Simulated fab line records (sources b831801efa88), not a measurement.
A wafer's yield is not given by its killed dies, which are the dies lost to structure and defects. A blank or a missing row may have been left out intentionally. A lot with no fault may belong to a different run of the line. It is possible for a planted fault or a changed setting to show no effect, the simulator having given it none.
A lot that was struck, set against a sound lot -- flow sky130 -- 15 out of 708 route steps
Sound: these wafers, L718.2, L718.3, L718.6. Wafers struck: L726.1, L726.3, L726.4. At the end, the cause is stated.
For every step that has rows: the tool of each side, followed by ch and its chambers, followed by its first start. Under that, the readings that differ: sound wafers -- struck wafers -- difference of the means -- sigmas: that difference in standard deviations of wafers without a fault.
alike: a reading whose means differ by less than 2 such deviations, as well as words and numbers matching on both sides. not compared: withheld readings; readings where some wafer has no value; bounds like >300 that might hide an equal value; numbers whose values overlap and for which the record gives no deviation.
Wherever a step has rows on one side only, a row that says differs or no value, or a row with sigmas, the two part there. Numbers that don't overlap but have no deviation are shown without sigmas and don't part them. A reading missing from all wafers of one side parts the sides only when that side holds two or more wafers.

SKY_LDD_P_OVL_MEAS_08:
  sound on overlay-01, day 21 15:55; struck on overlay-02, day 24 13:12
  alike: LDD_P_OVL
next, for these wafers, 1 step has no rows: SKY_LDD_P_IMPLANT_09.
SKY_LDD_P_STRIP_10: strips in O2/N2.
  sound on plasma-asher-02 ch 0,1, day 21 16:05; struck on plasma-asher-02 ch 0,1, day 24 13:23
  alike: drypump-motor-current-A, oes-product-au, strip-time-to-endpoint-s
  not compared: rf-hours-counter-h
SKY_LDD_P_TW_MEAS_11:
  sound on film-metro-02, day 21 16:12; struck on film-metro-03, day 24 13:29
  alike: LDD_P_TW
then, 7 steps without rows for these wafers: SKY_LDD_HVN_DEHYDRATE_00 (time 60 s); SKY_LDD_HVN_HMDS_01 (prime time 60 s); SKY_LDD_HVN_COAT_02 (resist thk 300 nm); SKY_LDD_HVN_SOFTBAKE_03 (time 60 s); SKY_LDD_HVN_EXPOSE_04 (exposes mask HVNTM, target cd 700 nm); SKY_LDD_HVN_PEB_05; SKY_LDD_HVN_DEVELOP_06 (develop time 60 s).
SKY_LDD_HVN_OVL_MEAS_07:
  sound on overlay-02, day 22 22:53; struck on overlay-01, day 25 18:02
reading,sound,struck,difference,sigmas
LDD_HVN_OVL (nm),3.7 3.7 2.3,0.2 -2.7 -1.8,-4.7,-3
SKY_LDD_HVN_IMPLANT_08:
  sound on implanter-03 ch 0, day 22 22:56; struck on implanter-03 ch 0, day 25 18:04
reading,sound,struck,difference,sigmas
beam-energy-keV,60.031 60.023 60.042,57.421 57.436 57.399,-2.613,-99 or more
model.implant.rp-nm (nm),55.97 55.97 55.97,51.63 51.63 51.63,-4.34,
model.implant.drp-nm (nm),28.15 28.15 28.15,27.1 27.1 27.1,-1.0,
SKY_LDD_HVN_STRIP_09: strips in O2/N2.
  sound on plasma-asher-02 ch 0,1, day 22 23:04; struck on plasma-asher-04 ch 0,1, day 25 18:13
  alike: drypump-motor-current-A, oes-product-au, strip-time-to-endpoint-s
  not compared: rf-hours-counter-h
-- here the record skips 24 days between the struck wafers' starts before and after, leaving off in module LDD_HVN and picking up in module PAD_OPEN (first step shown: number 708 of the route) --
SKY_PAD_OPEN_PROBE_99:
  sound on prober-02, day 47 10:46; struck on prober-02, day 49 06:16
reading,sound,struck,difference,sigmas
model.etest.tip_n_5v.rs-ohm-sq,1396 1396 1399,1448 1442 1450,+50,
  alike: killed_at_M0_to_M3, killed_at_M4_up, killed-at-contacts, killed-at-front-end, killed-at-other, killed-dies, killed-open, killed-short

== WHERE THEY PART ==
At SKY_LDD_HVN_OVL_MEAS_07 first; at SKY_LDD_HVN_IMPLANT_08 last (within this record only). Later steps at which nothing parts them and some readings are alike: SKY_LDD_HVN_STRIP_09, SKY_PAD_OPEN_PROBE_99.

WHY: what the simulator had put in
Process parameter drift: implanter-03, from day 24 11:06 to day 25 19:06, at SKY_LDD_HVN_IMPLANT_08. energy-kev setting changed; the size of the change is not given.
